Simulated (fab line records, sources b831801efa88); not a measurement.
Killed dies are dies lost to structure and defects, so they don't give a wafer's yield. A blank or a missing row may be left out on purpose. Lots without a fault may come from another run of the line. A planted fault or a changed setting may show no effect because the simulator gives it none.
Which tool did it? | flow gf180mcu | 13 lots, 39 wafers sampled, at 3 steps of a route of 602

WHAT THE GAUGES READ, wafer by wafer
GF_V5_BOW_MEAS_05. Usual: V5_BOW 134 um, standard deviation 9.5.
lot  | measured     | on            | V5_BOW (um) | flag
L605 | day 26 09:38 | film_metro-02 | 130 138 139 |
L607 | day 27 10:22 | film_metro-01 | 152 143 145 |
L608 | day 27 17:15 | film_metro-04 | 125 125 127 |
L610 | day 28 18:22 | film_metro-04 | 124 113 113 |
L611 | day 28 23:00 | film_metro-01 | 145 142 133 |
L613 | day 29 06:36 | film_metro-02 | 144 136 136 |
L614 | day 29 12:42 | film_metro-01 | 144 127 135 |
L615 | day 29 22:44 | film_metro-04 | 129 129 117 |
L616 | day 30 03:05 | film_metro-04 | 138 137 142 |
L617 | day 30 05:22 | film_metro-01 | 140 133 134 |
L618 | day 30 17:16 | film_metro-02 | 132 152 150 |
L623 | day 31 23:44 | film_metro-02 | 129 142 145 |
L624 | day 32 04:37 | film_metro-02 | 142 146 140 |

GF_V5_CD_MEAS_14: target cd 260 nm. Usual: cd_nm 259.5 nm, standard deviation 1.2.
lot  | measured     | on        | cd_nm (nm)        | flag
L605 | day 27 06:00 | cd_sem-01 | 259.6 260.0 259.9 |
L607 | day 28 05:48 | cd_sem-02 | 259.0 259.2 259.8 |
L608 | day 28 12:44 | cd_sem-02 | 259.5 257.2 258.4 |
L610 | day 29 13:54 | cd_sem-02 | 257.7 258.8 257.0 |
L611 | day 29 17:47 | cd_sem-02 | 260.1 258.9 259.7 |
L613 | day 30 01:53 | cd_sem-02 | 259.1 258.8 259.1 |
L614 | day 30 07:34 | cd_sem-01 | 258.1 258.8 258.5 |
L615 | day 30 17:10 | cd_sem-01 | 259.7 260.5 259.5 |
L616 | day 30 21:34 | cd_sem-01 | 261.5 261.9 260.4 |
L617 | day 30 23:26 | cd_sem-02 | 258.3 257.4 257.2 |
L618 | day 31 11:41 | cd_sem-01 | 260.1 258.5 258.5 |
L623 | day 32 16:17 | cd_sem-02 | 259.1 259.7 260.1 |
L624 | day 32 21:02 | cd_sem-02 | 258.5 258.2 258.5 |

WHICH TOOL RAN EACH LOT (tool, then ch and the chambers of the sampled wafers, then the start)
lot  | GF_V5_CMP_04
L605 | cmp-01 ch 2,3, day 26 09:20
L607 | cmp-01 ch 0,3, day 27 10:06
L608 | cmp-01 ch 0,2, day 27 16:56
L610 | cmp-01 ch 0,1,3, day 28 18:09
L611 | cmp-01 ch 1,2, day 28 22:41
L613 | cmp-02 ch 0,1,3, day 29 06:23
L614 | cmp-01 ch 0,1,3, day 29 12:30
L615 | cmp-02 ch 0,1,2, day 29 22:26
L616 | cmp-02 ch 0,3, day 30 02:47
L617 | cmp-01 ch 0,1,2, day 30 05:08
L618 | cmp-01 ch 1,2, day 30 16:56
L623 | cmp-02 ch 0,3, day 31 23:25
L624 | cmp-02 ch 0,1,2, day 32 04:17
- GF_V5_CMP_04: polishes SiO2.

WHAT THE TOOLS THEMSELVES READ (means of the sampled wafers that have a number; where no wafer has one, the mark that the record gives instead)
GF_V5_CMP_04. Usual: motor_current_A 11.7 A, standard deviation 1.2; retaining_ring_pressure_frac 0.999, standard deviation 0.0046.
lot  | tool   | motor_current_A (A) | retaining_ring_pressure_frac | flag
L605 | cmp-01 | 10.4                | 0.996                        |
L607 | cmp-01 | 12.1                | 0.999                        |
L608 | cmp-01 | 11.7                | 1.000                        |
L610 | cmp-01 | 12.1                | 0.994                        |
L611 | cmp-01 | 10.6                | 1.004                        |
L613 | cmp-02 | 11.9                | 0.999                        |
L614 | cmp-01 | 12.1                | 1.001                        |
L615 | cmp-02 | 11.4                | 0.998                        |
L616 | cmp-02 | 12.1                | 1.001                        |
L617 | cmp-01 | 11.8                | 0.996                        |
L618 | cmp-01 | 10.7                | 1.002                        |
L623 | cmp-02 | 11.6                | 0.998                        |
L624 | cmp-02 | 11.4                | 0.995                        |

THE ANSWER, worked out from the rows above alone
Rule: a lot is off if the mean of its wafers that have a number lies more than 3 standard deviations from the usual mean. A lot without any number at a reading at which 4 lots or more have one is off too. The other lots that the step has rows for count as sound. The gauges are gone through in route order, then the tools' own readings, and for those a lot's mean is taken as printed above. The first step at which some lot is off is used, and at that step the reading that is off furthest; a lot without a number counts as furthest.
No lot is off at any reading shown: from this, nothing can be told.

WHAT THE SIMULATOR HAD PUT IN
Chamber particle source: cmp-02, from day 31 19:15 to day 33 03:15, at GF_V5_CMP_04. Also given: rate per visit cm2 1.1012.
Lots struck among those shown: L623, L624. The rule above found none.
